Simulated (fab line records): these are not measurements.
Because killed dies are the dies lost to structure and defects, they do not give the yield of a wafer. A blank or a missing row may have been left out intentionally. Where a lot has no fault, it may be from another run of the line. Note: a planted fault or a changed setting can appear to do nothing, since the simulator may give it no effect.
Which tool did it? + flow gf180mcu + 18 wafers from 6 lots sampled at 2 of the route's 602 steps

WHAT THE GAUGES SHOWED, per wafer
GF_STI_THK_MEAS_04.
| lot  | measured    | on            | STI_CVD_03_THK (nm) |
|------|-------------|---------------|---------------------|
| L524 | day 1 19:44 | film-metro-03 | 207.2 208.9 204.9   |
| L526 | day 2 04:41 | film-metro-03 | 195.1 194.2 196.9   |
| L528 | day 2 15:07 | film-metro-01 | 206.2 206.9 205.0   |
| L538 | day 4 16:59 | film-metro-02 | 210.1 209.9 210.7   |
| L542 | day 5 12:35 | film-metro-01 | 208.8 207.5 209.1   |
| L545 | day 6 03:46 | film-metro-03 | 205.9 205.6 206.8   |

WHAT TOOL EACH LOT RAN ON (gives the tool, then ch and the chambers of the sampled wafers, and finally the start)
| lot  | GF_STI_CVD_03              |
|------|----------------------------|
| L524 | lpcvd-01 ch 1, day 1 17:44 |
| L526 | lpcvd-01 ch 0, day 2 02:42 |
| L528 | lpcvd-02 ch 0, day 2 13:07 |
| L538 | lpcvd-02 ch 0, day 4 14:58 |
| L542 | lpcvd-01 ch 0, day 5 10:34 |
| L545 | lpcvd-02 ch 0, day 6 01:45 |
- GF_STI_CVD_03: deposits Si3N4 from DCS/NH3, target thk 207.16 nm, time 3551 s.

THE ANSWER, worked out from the rows above alone
Rule: the lots themselves supply what counts as usual. Put in order of their means at a reading, lots are off if they are a third of the lots or fewer, leave a main group of 4 or more, and stand apart from it by a gap of 3 or more times the standard deviation of the main group's means; of several such gaps the widest counts. If all means in a main group match to the digits the tables above print for the reading, that group is not used. A lot without any number at a reading at which 4 lots or more have one is off too. Any other lot the step has rows for is counted as sound.
Off: L526, at GF_STI_THK_MEAS_04 (STI_CVD_03_THK). For the main group the mean is 207.6 nm and the standard deviation 1.6.
A tool fits if, at a process step before that reading, it ran every lot that is off, and no sound lot after the first of them. Gauges at GF_STI_THK_MEAS_04: tried the same way as those tools. Not one of the candidates tried fits.

WHAT HAD BEEN PUT IN BY THE SIMULATOR
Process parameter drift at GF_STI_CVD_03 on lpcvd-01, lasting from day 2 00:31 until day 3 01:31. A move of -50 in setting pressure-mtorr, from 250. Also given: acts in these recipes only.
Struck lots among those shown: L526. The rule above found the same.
